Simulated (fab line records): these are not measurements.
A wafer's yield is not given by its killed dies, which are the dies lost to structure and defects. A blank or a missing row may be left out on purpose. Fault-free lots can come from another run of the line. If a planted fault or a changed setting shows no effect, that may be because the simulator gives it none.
Chamber matching | flow sky130 | pecvd-03 running SKY_CAP2M_CVD_00: 3 sister chambers
The step deposits SiO2, target thk 15.5 nm. 3 wafers are shown with their chamber, then 8 later ones without.

## WAFERS PAIRED WITH THEIR CHAMBERS
wafer  | chamber | heaterPowerW (W)
L091.1 | 1       | 877
L090.1 | 0       | 961
L093.2 | 2       | 838

## WAFERS MISSING THEIR CHAMBER
wafer  | heaterPowerW (W)
L093.3 | 769
L093.6 | 762
L094.2 | 891
L094.5 | 872
L094.6 | 877
L095.2 | 879
L095.4 | 779
L095.5 | 980

## THE CHAMBER EACH PASSED THROUGH
wafer  | from the rows above          | in truth
L093.3 | can't be placed: 2 or 1      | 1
L093.6 | can't be placed: 2 or 1      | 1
L094.2 | can't be placed: 1 or 2 or 0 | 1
L094.5 | can't be placed: 1 or 2 or 0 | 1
L094.6 | can't be placed: 1 or 2 or 0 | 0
L095.2 | can't be placed: 1 or 2 or 0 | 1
L095.4 | can't be placed: 2 or 1      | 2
L095.5 | can't be placed: 0 or 1      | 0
0 of 8 placed correctly. From these rows, 8 cannot be placed; in 8 the true chamber is one of the candidates. Number placed wrongly: 0.
How it was worked out, from the rows above alone: a wafer's distance from a chamber is the root of the sum, over the readings, of the square of ((its reading less the chamber's mean) divided by the reading's scatter). If the next closest chamber is less than 2 further off than the closest, the wafer can't be placed; otherwise it belongs to the closest. Each chamber's mean is taken over the wafers shown for it. The scatter: with one shown wafer a chamber, the root of the mean of the squares of how far each hidden wafer lies from its nearest shown one.
